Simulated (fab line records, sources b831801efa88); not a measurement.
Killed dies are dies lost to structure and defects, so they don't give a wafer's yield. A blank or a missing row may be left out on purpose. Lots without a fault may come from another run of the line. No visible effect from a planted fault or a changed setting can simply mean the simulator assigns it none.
Struck lot and sound lot, side by side | flow sky130 | 14 out of 708 route steps
Sound: wafers L981.1, L981.4, L981.5. The struck wafers were L989.1, L989.3, L989.4. At the end, the cause is stated.
Order at every step that has rows: each side's tool, ch and its chambers, its first start. Under that, the readings that differ: sound wafers | struck wafers | difference of the means | sigmas: that difference in standard deviations of wafers without a fault.
alike: a reading whose means differ by less than 2 such deviations, as well as words and numbers matching on both sides. not compared: withheld readings; readings where some wafer has no value; bounds like >300 that might hide an equal value; numbers whose values overlap and for which the record gives no deviation.
A row with sigmas, a row that says differs or no value, or rows on one side alone: a step with any of these is where the two part. Non-overlapping numbers with no deviation appear without sigmas and do not part them. A reading missing from all wafers of one side parts the sides only when that side holds two or more wafers.

SKY_VIA2_ETCH_14: etches BARC in N2/H2, stops on SiO2, time 45.9 s, target depth 60 nm.
  sound on rie-diel-03 ch 1,2,3, day 37 00:31; struck on rie-diel-04 ch 0,1,2, day 39 13:59
  alike: drypump-motor-current-A, oes-product-au, throttle-valve-pct
  not compared: rf-hours-counter-h
then, 5 steps without rows for these wafers: SKY_VIA2_ETCH_15 (etches SiO2 in C4F8/O2/Ar, stops on TiN, target depth 546 nm, time 84 s); SKY_VIA2_STRIP_16 (strips in O2/N2); SKY_VIA2_STRIP_17 (strips in post etch residue remover, time 1200 s); SKY_VIA2_CLEAN_18 (cleans in IPA, time 180 s); SKY_VIA2_CLEAN_19 (cleans in O3/DIW).
SKY_VIA2_SPUTTER_20: material TiN, target thk 20 nm, time 80 s.
  sound: pvd-sputter-04 at day 37 01:13; struck: pvd-sputter-02 at day 39 14:42
  alike: chamber-pressure-pa, throttle-valve-pct
SKY_VIA2_CVD_21: deposits W, target thk 420 nm, time 126.4 s.
  sound on cvd-w-02 ch 0,1, day 37 01:17; struck on cvd-w-01 ch 0,1, day 39 14:46
  reading            | sound       | struck      | difference | sigmas
  heater-power-w (W) | 888 887 898 | 792 786 853 | -81        | -2
  alike: chamber-pressure-Torr
SKY_VIA2_RS_MEAS_22: the measuring method here is four-point-probe.
  sound: film-metro-01 at day 37 01:25; struck: film-metro-03 at day 39 14:53
  alike: VIA2_W_RS
SKY_VIA2_THK_MEAS_23: measures by xrf.
  sound: film-metro-01 at day 37 01:32; struck: film-metro-03 at day 39 15:01
  alike: VIA2_W_THK
SKY_VIA2_CMP_24: polishes, stops on SiO2, t overpolish 20 s, target thk 0 nm.
  sound on cmp-02 ch 1,2, day 37 01:38; struck on cmp-01 ch 0,2,3, day 39 15:04
  alike: motor-current-A, overpolish-run-s, time-to-endpoint-s
SKY_METAL3_SPUTTER_00: material Ti, target thk 15 nm, time 10 s.
  sound: pvd-sputter-03 at day 37 01:53; struck: pvd-sputter-03 at day 39 15:22
  alike: chamber-pressure-pa, throttle-valve-pct
SKY_METAL3_SPUTTER_01: material TiN, target thk 20 nm, time 16.7 s.
  sound: pvd-sputter-03 at day 37 01:55; struck: pvd-sputter-03 at day 39 15:23
  reading                                    | sound                | struck               | difference | sigmas
  chamber-pressure-pa (Pa)                   | 0.3993 0.4000 0.4003 | 0.4892 0.4893 0.4885 | +0.0891    | +99 or more
  throttle-valve-pct (%)                     | 30.6 30.7 29.1       | 25.1 27.2 26.5       | -3.9       | -3
  model.TiN_of_METAL3_SPUTTER_01.thk-nm (nm) | 20.18 20.51 19.78    | 18.89 19.5 19.24     | -0.95      |
then, 1 step without rows for these wafers: SKY_METAL3_SPUTTER_02 (material AlCu, target thk 735 nm, time 39.1 s).

## WHERE THEY PART
First at SKY_VIA2_CVD_21; last, within this record, at SKY_METAL3_SPUTTER_01.

WHY: whatever the simulator had introduced
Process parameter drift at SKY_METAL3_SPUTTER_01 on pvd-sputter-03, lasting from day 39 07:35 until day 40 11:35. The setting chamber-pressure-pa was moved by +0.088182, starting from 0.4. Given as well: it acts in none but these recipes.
